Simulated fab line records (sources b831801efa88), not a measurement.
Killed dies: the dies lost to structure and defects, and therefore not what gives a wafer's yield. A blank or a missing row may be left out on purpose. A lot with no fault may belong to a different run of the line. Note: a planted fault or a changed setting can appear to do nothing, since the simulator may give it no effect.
A lot that was struck, set against a sound lot | flow sky130 | 14 steps out of a route of 708
Sound: these wafers, L493.2, L493.4, L493.6. Struck: wafers L494.1, L494.4, L494.5. The cause is named last.
Order at every step that has rows: each side's tool, ch and its chambers, its first start. Under that, the readings that differ: sound wafers | struck wafers | difference of the means | sigmas: that difference in standard deviations of wafers without a fault.
alike: same words and numbers on both sides, and readings whose means sit less than 2 such deviations apart. not compared: any withheld reading, any reading some wafer has no value for, any bound like >300 that may hide the same value, and any number with overlapping values for which the record gives no deviation.
A row with sigmas, a row that says differs or no value, or rows on one side alone: a step with any of these is where the two part. Non-overlapping numbers with no deviation appear without sigmas and do not part them. Lack of a reading on every wafer of one side parts them only where that side has two or more wafers.

SKY_RES_PROTECT_STRIP_07: strips in O2/N2.
  sound on plasma asher-01 ch 0,1, day 21 22:49; struck on plasma asher-01 ch 0, day 21 22:31
  alike: drypump motor current A, n2 flow sccm, oes product au, strip time to endpoint s
  not compared: rf hours counter h
SKY_RES_PROTECT_TW_MEAS_08:
  sound on film metro-04 at day 21 22:56; struck on film metro-04 at day 21 22:37
  alike: POLY_GATE_TW
then, 2 steps without rows for these wafers: SKY_RES_PROTECT_CLEAN_09 (cleans in SC1/SC2, time 150 s); SKY_POLY_GATE_CVD_03 (deposits Si3N4 from DCS/NH3, target thk 75 nm, time 1290 s).
SKY_POLY_GATE_THK_MEAS_04:
  sound on film metro-03 at day 22 01:28; struck on film metro-03 at day 22 00:05
  alike: POLY_GATE_CVD_03_THK
then, 7 steps without rows for these wafers: SKY_POLY_GATE_DEHYDRATE_05 (time 60 s); SKY_POLY_GATE_HMDS_06 (prime time 60 s); SKY_POLY_GATE_COAT_07 (resist thk 110 nm); SKY_POLY_GATE_COAT_08 (resist thk 450 nm); SKY_POLY_GATE_SOFTBAKE_09 (time 90 s); SKY_POLY_GATE_EXPOSE_10 (exposes mask P1M, target cd 150 nm); SKY_POLY_GATE_PEB_11.
SKY_POLY_GATE_DEVELOP_12: develop time 60 s.
  struck on litho track-04, day 23 06:00; sound on litho track-02 ch 0, day 23 08:00
  no value came back on the struck wafers for chill plate temp C (C), develop time s (s); on the sound wafers chill plate temp C (C) reads 23.04 23.06 23.00
  reading                                          | sound             | struck          | difference | sigmas
  model.KrF-thick_of_POLY_GATE_COAT_08.thk nm (nm) | 438.8 436.4 436.5 | 448.4 451.1 450 | +12.6      |
SKY_POLY_GATE_CD_MEAS_13: target cd 150 nm.
  sound on cd sem-01 at day 23 09:04; struck on cd sem-02 at day 23 06:51
  reading    | sound             | struck | difference                    | sigmas
  cd nm (nm) | 151.1 150.4 152.8 | - - -  | no value on the struck wafers |

## WHERE THEY PART
Earliest at SKY_POLY_GATE_DEVELOP_12; latest, in this record, at SKY_POLY_GATE_CD_MEAS_13.

WHY: what the simulator had put in
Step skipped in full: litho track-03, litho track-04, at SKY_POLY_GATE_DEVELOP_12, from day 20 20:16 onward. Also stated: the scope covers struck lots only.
